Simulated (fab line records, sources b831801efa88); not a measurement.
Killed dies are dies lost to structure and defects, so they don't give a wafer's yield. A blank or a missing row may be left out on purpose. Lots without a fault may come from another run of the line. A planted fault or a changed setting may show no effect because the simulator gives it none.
Chamber matching | flow gf180mcu | GF_V5_CMP_04 on cmp-01: 4 sister chambers
The step polishes SiO2. 42 wafers are shown with their chamber, then 12 later ones without.

WAFERS WITH THEIR CHAMBER
wafer  | chamber | motor_current_A (A)
L078.2 | 1       | 10.5
L078.5 | 2       | 12.1
L078.6 | 1       | 9.9
L079.1 | 1       | 10.5
L079.4 | 2       | 11.6
L079.5 | 3       | 10.5
L079.2 | 0       | 12.3
L079.3 | 3       | 10.2
L079.6 | 2       | 11.6
L080.1 | 0       | 12.6
L080.5 | 1       | 10.6
L080.6 | 0       | 13.1
L081.1 | 2       | 12.2
L081.4 | 3       | 10.4
L081.6 | 1       | 9.9
L082.1 | 0       | 13.5
L082.3 | 1       | 10.2
L082.5 | 3       | 10.3
L083.1 | 3       | 10.1
L083.3 | 1       | 10.0
L083.6 | 1       | 10.6
L083.2 | 0       | 12.5
L083.4 | 2       | 12.2
L083.5 | 2       | 12.4
L084.3 | 3       | 10.8
L084.5 | 3       | 10.8
L084.6 | 2       | 12.1
L086.1 | 2       | 12.5
L086.4 | 0       | 12.1
L086.5 | 0       | 12.5
L087.4 | 2       | 12.2
L087.5 | 2       | 12.6
L087.6 | 3       | 10.7
L088.1 | 0       | 12.9
L088.3 | 3       | 10.7
L088.4 | 2       | 11.9
L088.2 | 1       | 9.9
L088.5 | 0       | 12.1
L088.6 | 3       | 10.9
L089.2 | 1       | 10.6
L089.4 | 3       | 10.5
L089.6 | 3       | 10.4

SIGNATURES (means of the wafers above)
reading         | chamber 0 | chamber 1 | chamber 2 | chamber 3 | scatter within a chamber
motor_current_A | 12.622    | 10.270    | 12.127    | 10.525    | 0.343
Rule: a wafer's distance from a chamber is the root of the sum, over the readings, of the square of ((its reading less the chamber's mean) divided by the reading's scatter). The wafer belongs to the nearest chamber; if the next one is less than 2 further off, it can't be placed. The scatter: the root of (the sum of the squares of (reading less its chamber's mean) over the shown wafers, divided by (wafers less chambers)).

WAFERS WITHOUT THEIR CHAMBER
wafer  | motor_current_A (A)
L091.2 | 12.3
L091.4 | 12.0
L091.5 | 13.4
L093.3 | 11.7
L093.4 | 10.4
L093.6 | 10.3
L093.1 | 10.2
L093.2 | 12.3
L093.5 | 12.2
L097.2 | 10.3
L097.4 | 10.8
L097.5 | 10.5

WHICH CHAMBER EACH WENT THROUGH
wafer  | from the rows above     | in truth
L091.2 | can't be placed: 2 or 0 | 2
L091.4 | can't be placed: 2 or 0 | 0
L091.5 | can't be placed: 0 or 2 | 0
L093.3 | can't be placed: 2 or 0 | 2
L093.4 | can't be placed: 3 or 1 | 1
L093.6 | can't be placed: 1 or 3 | 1
L093.1 | can't be placed: 1 or 3 | 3
L093.2 | can't be placed: 2 or 0 | 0
L093.5 | can't be placed: 2 or 0 | 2
L097.2 | can't be placed: 1 or 3 | 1
L097.4 | can't be placed: 3 or 1 | 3
L097.5 | can't be placed: 3 or 1 | 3
Placed correctly: 0 of 12. Can't be placed from these rows: 12 (the true chamber is among the candidates in 12). Placed wrongly: 0.
